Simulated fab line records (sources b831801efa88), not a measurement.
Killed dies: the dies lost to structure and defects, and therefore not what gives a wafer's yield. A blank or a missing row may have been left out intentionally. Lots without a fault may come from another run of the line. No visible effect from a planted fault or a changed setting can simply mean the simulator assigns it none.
Which of the tools did it? ; flow sfq-line ; route of 325 steps, sampled at 1 step: 15 lots, 42 wafers

== WHAT THE GAUGES SHOWED, per wafer ==
SFQ_I3_BOW_MEAS_922. Usual: I3_BOW gives 4 um (standard deviation 10).
lot;measured;on;I3_BOW (um);flag
L547;day 36 12:35;film-metro-02;4 -3 -3;
L548;day 37 17:53;film-metro-01;16 21 11;
L549;day 37 18:37;film-metro-04;-8 -7 -22;
L550;day 37 21:38;film-metro-04;3 1 -1;
L551;day 39 21:35;film-metro-04;24 2 14;
L552;day 40 03:35;film-metro-04;14 10 14;
L553;day 40 09:59;film-metro-01;3 -8 -6;
L554;day 40 21:35;film-metro-02;-12 -14 -11;
L557;day 41 13:35;film-metro-04;0 4 2;
L558;day 41 21:35;film-metro-04;-6 2;
L559;day 42 04:38;film-metro-01;-16 -15;
L561;day 42 17:25;film-metro-01;20 5;
L566;day 52 05:19;film-metro-01;15 20 7;
L568;day 52 10:47;film-metro-02;-13 0 3;
L569;day 52 13:46;film-metro-02;5 -6 -11;

== EACH LOT AND THE TOOL THAT RAN IT (in order: tool; ch and the chambers of the sampled wafers; start) ==
The record shows no process step preceding these readings.

== AS READ BY THE TOOLS THEMSELVES (means over the sampled wafers that have a number; for cases with no such wafer, the mark the record gives instead) ==
The record holds no such reading with a usual standard deviation.

== THE ANSWER, worked out from the rows above alone ==
Rule: take the mean of a lot's wafers that have a number; if it is more than 3 standard deviations from the usual mean, the lot is off. A lot without any number at a reading at which 4 lots or more have one is off too. Any other lot the step has rows for is counted as sound. First the gauges in route order, then the tools' own readings, where a lot's mean is used as printed above. The first step at which some lot is off is used, and at that step the reading that is off furthest; a lot without a number counts as furthest.
None of the lots is off at any reading shown; this tells nothing.

== WHAT HAD BEEN PUT IN BY THE SIMULATOR ==
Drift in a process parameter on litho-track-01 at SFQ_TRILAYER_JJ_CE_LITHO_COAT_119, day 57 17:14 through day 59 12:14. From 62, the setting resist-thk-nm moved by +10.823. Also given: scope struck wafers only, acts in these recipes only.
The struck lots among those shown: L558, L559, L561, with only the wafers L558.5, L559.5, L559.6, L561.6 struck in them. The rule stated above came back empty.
